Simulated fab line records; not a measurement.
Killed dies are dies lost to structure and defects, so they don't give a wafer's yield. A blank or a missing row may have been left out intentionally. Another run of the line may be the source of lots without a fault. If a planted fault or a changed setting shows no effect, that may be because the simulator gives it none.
Matching of chambers -- flow sky130 -- SKY_POLY_CUT_ETCH_10 on rie diel-02: 4 sister chambers
The step etches BARC in N2/H2, stops on SiO2, time 45.9 s, target depth 60 nm. 14 wafers are shown with their chamber, then 7 later ones without.

## EACH WAFER AND ITS CHAMBER
wafer,chamber,oes product au (a.u.),h2 flow sccm (sccm),bias w (W)
L075.2,2,0.853,200.1,99.7
L075.3,0,0.843,200.3,99.7
L075.6,1,0.855,200.5,99.9
L081.3,2,0.843,198.8,99.3
L081.4,1,0.854,200.0,99.8
L081.6,2,0.854,199.1,99.6
L086.1,2,0.865,200.6,99.7
L086.3,1,0.855,201.8,100.0
L086.5,3,0.851,199.1,100.0
L090.1,1,0.856,199.6,99.7
L090.2,2,0.853,200.3,101.0
L090.6,2,0.851,200.4,100.2
L093.1,2,0.854,200.7,99.6
L093.3,3,0.850,199.6,99.9

SIGNATURES (averages over the wafers above)
reading,chamber 0,chamber 1,chamber 2,chamber 3,scatter within a chamber
oes product au,0.84300,0.85500,0.85329,0.85050,0.00502
h2 flow sccm,200.300,200.475,200.000,199.350,0.789
bias w,99.700,99.850,99.871,99.950,0.444
Rule: a wafer's distance from a chamber is the root of the sum, over the readings, of the square of ((its reading less the chamber's mean) divided by the reading's scatter). If the next closest chamber is less than 2 further off than the closest, the wafer can't be placed; otherwise it belongs to the closest. The scatter: take each reading less its chamber's mean, square it, sum over the shown wafers, divide by the number of wafers less the number of chambers, and take the root.

## WAFERS WITH NO CHAMBER GIVEN
wafer,oes product au (a.u.),h2 flow sccm (sccm),bias w (W)
L093.6,0.853,200.1,99.5
L097.1,0.858,199.6,100.1
L097.3,0.858,199.8,100.3
L097.6,0.854,198.7,100.4
L096.4,0.859,200.9,99.8
L096.5,0.855,199.0,100.1
L096.6,0.852,199.8,100.1

## THE CHAMBER EACH PASSED THROUGH
wafer,from the rows above,in truth
L093.6,can't be placed: 2 or 1 or 3 or 0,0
L097.1,can't be placed: 2 or 1 or 3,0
L097.3,can't be placed: 2 or 1 or 3 or 0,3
L097.6,can't be placed: 3 or 2 or 1 or 0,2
L096.4,can't be placed: 1 or 2 or 3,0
L096.5,can't be placed: 3 or 2 or 1 or 0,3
L096.6,can't be placed: 2 or 3 or 1 or 0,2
Correctly placed: 0 of 7. Not placeable from these rows: 7 (in 5, the candidates include the true chamber). Wrongly placed: 0.
